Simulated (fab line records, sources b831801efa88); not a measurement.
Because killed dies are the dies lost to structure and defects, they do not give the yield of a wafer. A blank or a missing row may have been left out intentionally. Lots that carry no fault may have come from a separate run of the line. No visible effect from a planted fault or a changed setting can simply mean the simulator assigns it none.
One fault through the eyes of 2 desks + flow sky130 + each desk has only its own numbers; what lay behind them comes last

AT THE METROLOGY DESK
What the gauges read for every lot (on any tool): the sampled wafers with a number, averaged. If a lot's mean is further than 4 standard deviations from the usual mean, the lot is out of limits and carries the mark OUT (the distance appears in the brackets).
Columns: A = LI_CONTACT_BOW at SKY_LI_CONTACT_BOW_MEAS_03, usual 56 um; B = LI_CONTACT_OVL at SKY_LI_CONTACT_OVL_MEAS_13, usual 0 nm; C = LI_CONTACT_W_RS at SKY_LI_CONTACT_RS_MEAS_22, usual 0.285 ohm/sq; D = LI_CONTACT_W_THK at SKY_LI_CONTACT_THK_MEAS_23, usual 382 nm
| lot  | first seen here | A  | B  | C                | D              |
|------|-----------------|----|----|------------------|----------------|
| L544 | day 27 19:43    | 51 | 1  | 0.289            | 375            |
| L545 | day 28 08:50    | 46 | -0 | 0.289            | 375            |
| L548 | day 29 12:09    | 55 | 4  | 0.291            | 374            |
| L549 | day 30 00:04    | 55 | 10 | 0.287            | 384            |
| L551 | day 30 17:42    | 57 | -6 | 0.288            | 379            |
| L555 | day 32 01:47    | 51 | 7  | 0.286            | 382            |
| L556 | day 32 06:43    | 63 | -6 | 0.277            | 392            |
| L558 | day 32 17:18    | 60 | -5 | 0.273            | 399            |
| L562 | day 34 02:49    | 53 | -1 | 0.318 (+5.6) OUT | 350            |
| L564 | day 34 16:30    | 53 | 4  | 0.350 (+11) OUT  | 320 (-7.1) OUT |
| L566 | day 35 13:32    | 58 | -7 | 0.276            | 393            |
This desk's finding: out of limits on L562, L564; first on L562, day 35 06:06 (LI_CONTACT_W_RS at SKY_LI_CONTACT_RS_MEAS_22). L544, L545, L548, L549, L551, L555, L556, L558, L566: within limits.

FOR THE TOOL OWNER'S DESK: cvd w-01
The tool's own readings at SKY_LI_CONTACT_CVD_21 (deposits W, target thk 400 nm, time 120.56 s): means of the sampled wafers that have a number, for each lot that ran on this tool. If a lot's mean is further than 4 standard deviations from the usual mean, the lot is out of limits and carries the mark OUT (the distance appears in the brackets).
Columns: A = chamber pressure Torr at SKY_LI_CONTACT_CVD_21, usual 39.99 Torr; B = heater power w at SKY_LI_CONTACT_CVD_21, usual 828 W
| lot  | first seen here | A                       | B   |
|------|-----------------|-------------------------|-----|
| L544 | day 29 01:09    | 39.89                   | 780 |
| L545 | day 29 14:08    | 39.99                   | 755 |
| L551 | day 31 22:18    | 39.86                   | 795 |
| L555 | day 33 05:07    | 40.02                   | 796 |
| L562 | day 35 05:58    | 34.51 (-67) OUT         | 772 |
| L564 | day 35 20:13    | 29.01 (-99 or more) OUT | 778 |
This desk's finding: out of limits on L562, L564; first on L562, day 35 05:58 (chamber pressure Torr at SKY_LI_CONTACT_CVD_21). L544, L545, L551, L555: within limits.

TAKEN TOGETHER
On L562, L564, at day 35 05:58, an alarm was possible from the tool owner's desk.
Metrology desk: alarm possible at day 35 06:06 on L562, L564.
All the named lots went through SKY_LI_CONTACT_CVD_21 on cvd w-01.

WHAT HAD BEEN PUT IN BY THE SIMULATOR
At SKY_LI_CONTACT_CVD_21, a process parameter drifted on cvd w-01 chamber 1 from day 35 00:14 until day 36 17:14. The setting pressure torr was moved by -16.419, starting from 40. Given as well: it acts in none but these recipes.
Lots struck among those shown: L562, L564.
Counting hours from when the fault started, the first reading out of limits came at 6 for the tool owner's desk and at 6 for the metrology desk.
